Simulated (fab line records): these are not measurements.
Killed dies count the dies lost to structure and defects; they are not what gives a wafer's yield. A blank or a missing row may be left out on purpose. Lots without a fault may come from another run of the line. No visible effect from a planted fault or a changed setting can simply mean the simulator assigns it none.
Which tool did it? ; flow sfq_line ; 7 lots (21 wafers sampled), 1 step of a 325-step route

== WHAT THE GAUGES READ, wafer by wafer ==
SFQ_I3_BOW_MEAS_922.
lot;measured;on;I3_BOW (um)
L474;day 35 18:01;film_metro-01;-6 5 2
L477;day 41 15:46;film_metro-04;5 -1 8
L485;day 49 23:41;film_metro-02;-8 6 -7
L487;day 50 09:43;film_metro-02;2 -1 -13
L492;day 51 01:36;film_metro-04;1 8 8
L494;day 51 10:32;film_metro-02;0 10 7
L496;day 51 13:32;film_metro-01;3 10 2

== TOOL THAT RAN EACH LOT (tool first, then ch and the chambers of the sampled wafers, then the start) ==
There is no process step in the record ahead of these readings.

== THE ANSWER, worked out from the rows above alone ==
Rule: what is usual is taken from the lots themselves. Put in order of their means at a reading, lots are off if they are a third of the lots or fewer, leave a main group of 4 or more, and stand apart from it by a gap of 3 or more times the standard deviation of the main group's means; of several such gaps the widest counts. The tables above print the reading to a certain number of digits; a main group whose means all agree to those digits is not used. Also off: a lot with no number at a reading for which 4 or more lots have one. All remaining lots with rows at the step are treated as sound.
No lot is off on any of the readings shown, so nothing can be concluded from this.

== WHAT WAS PUT IN BY THE SIMULATOR ==
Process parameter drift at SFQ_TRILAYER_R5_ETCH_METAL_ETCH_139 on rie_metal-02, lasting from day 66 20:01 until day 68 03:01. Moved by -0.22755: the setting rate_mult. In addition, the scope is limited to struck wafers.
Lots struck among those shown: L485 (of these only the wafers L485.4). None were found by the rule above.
